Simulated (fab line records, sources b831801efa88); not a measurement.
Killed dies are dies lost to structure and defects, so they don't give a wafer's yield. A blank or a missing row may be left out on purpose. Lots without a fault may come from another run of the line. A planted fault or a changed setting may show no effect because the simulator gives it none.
Which tool did it? | flow gf180mcu | 13 lots, 39 wafers sampled, at 3 steps of a route of 602

WHAT THE GAUGES READ, wafer by wafer
GF_NSD_CD_MEAS_07: target cd 400 nm. Usual: cd_nm 400.5 nm, standard deviation 2.4.
lot  | measured     | on        | cd_nm (nm)        | flag
L398 | day 13 09:47 | cd_sem-02 | 398.0 398.1 396.0 |
L401 | day 14 09:40 | cd_sem-01 | 401.5 401.4 402.2 |
L402 | day 14 14:59 | cd_sem-02 | 399.9 401.5 403.5 |
L403 | day 15 00:05 | cd_sem-01 | 398.4 397.2 398.5 |
L405 | day 15 13:27 | cd_sem-02 | 400.9 402.4 401.7 |
L406 | day 16 02:16 | cd_sem-01 | 399.5 399.1 399.8 |
L407 | day 16 09:41 | cd_sem-01 | 399.7 400.5 399.0 |
L409 | day 17 02:14 | cd_sem-02 | 400.3 401.9 402.1 |
L410 | day 17 16:40 | cd_sem-02 | 403.0 399.6 397.6 |
L417 | day 20 00:47 | cd_sem-02 | 402.1 404.0 403.0 |
L418 | day 20 07:32 | cd_sem-02 | 403.8 404.5 402.6 |
L419 | day 20 18:20 | cd_sem-02 | 399.2 397.0 398.4 |
L420 | day 20 19:46 | cd_sem-01 | 399.0 403.4 402.6 |

GF_SAB_THK_MEAS_01. Usual: SAB_CVD_00_THK 50.3 nm, standard deviation 0.83.
lot  | measured     | on            | SAB_CVD_00_THK (nm) | flag
L398 | day 14 07:16 | film_metro-01 | 50.2 50.6 50.9      |
L401 | day 15 07:45 | film_metro-04 | 51.1 50.9 51.7      |
L402 | day 15 13:21 | film_metro-03 | 50.6 50.0 51.7      |
L403 | day 15 22:41 | film_metro-04 | 49.9 51.4 50.5      |
L405 | day 16 12:38 | film_metro-03 | 48.9 49.3 50.8      |
L406 | day 17 01:50 | film_metro-03 | 50.5 50.0 51.5      |
L407 | day 17 08:53 | film_metro-04 | 71.5 69.9 71.8      | OFF
L409 | day 18 02:06 | film_metro-01 | 70.0 71.3 71.8      | OFF
L410 | day 18 16:46 | film_metro-03 | 50.0 50.2 51.6      |
L417 | day 21 02:04 | film_metro-04 | 50.7 51.9 51.7      |
L418 | day 21 09:34 | film_metro-04 | 49.9 52.1 50.8      |
L419 | day 21 19:04 | film_metro-01 | 49.3 51.2 50.1      |
L420 | day 21 21:13 | film_metro-01 | 49.8 48.6 50.8      |

WHICH TOOL RAN EACH LOT (tool, then ch and the chambers of the sampled wafers, then the start)
lot  | GF_SAB_CVD_00
L398 | pecvd-02 ch 0,2, day 14 07:14
L401 | pecvd-04 ch 1,2, day 15 07:44
L402 | pecvd-04 ch 1,2, day 15 13:20
L403 | pecvd-04 ch 1,2, day 15 22:40
L405 | pecvd-01 ch 1,2, day 16 12:37
L406 | pecvd-01 ch 1,2, day 17 01:47
L407 | pecvd-01 ch 0,1, day 17 08:52
L409 | pecvd-01 ch 0,1,2, day 18 02:05
L410 | pecvd-04 ch 0,1,2, day 18 16:43
L417 | pecvd-02 ch 1,2, day 21 02:02
L418 | pecvd-04 ch 0,1, day 21 09:31
L419 | pecvd-01 ch 0,1,2, day 21 19:02
L420 | pecvd-04 ch 0,1,2, day 21 21:11
- GF_SAB_CVD_00: deposits SiO2 from TEOS, target thk 50 nm, time 4.9302 s.

WHAT THE TOOLS THEMSELVES READ (means of the sampled wafers that have a number; where no wafer has one, the mark that the record gives instead)
GF_SAB_CVD_00. Usual: heater_power_w 667 W, standard deviation 59.
lot  | tool     | heater_power_w (W) | flag
L398 | pecvd-02 | 749                |
L401 | pecvd-04 | 662                |
L402 | pecvd-04 | 716                |
L403 | pecvd-04 | 689                |
L405 | pecvd-01 | 679                |
L406 | pecvd-01 | 570                |
L407 | pecvd-01 | 689                |
L409 | pecvd-01 | 639                |
L410 | pecvd-04 | 657                |
L417 | pecvd-02 | 675                |
L418 | pecvd-04 | 591                |
L419 | pecvd-01 | 684                |
L420 | pecvd-04 | 667                |

THE ANSWER, worked out from the rows above alone
Rule: a lot is off if the mean of its wafers that have a number lies more than 3 standard deviations from the usual mean. A lot without any number at a reading at which 4 lots or more have one is off too. The other lots that the step has rows for count as sound. The gauges are gone through in route order, then the tools' own readings, and for those a lot's mean is taken as printed above. The first step at which some lot is off is used, and at that step the reading that is off furthest; a lot without a number counts as furthest.
Off: L407, L409, at GF_SAB_THK_MEAS_01 (SAB_CVD_00_THK).
A tool fits if, at a process step before that reading, it ran every lot that is off, and no sound lot after the first of them. The gauges at GF_SAB_THK_MEAS_01 are tried like those tools. None of those tried fits.

WHAT THE SIMULATOR HAD PUT IN
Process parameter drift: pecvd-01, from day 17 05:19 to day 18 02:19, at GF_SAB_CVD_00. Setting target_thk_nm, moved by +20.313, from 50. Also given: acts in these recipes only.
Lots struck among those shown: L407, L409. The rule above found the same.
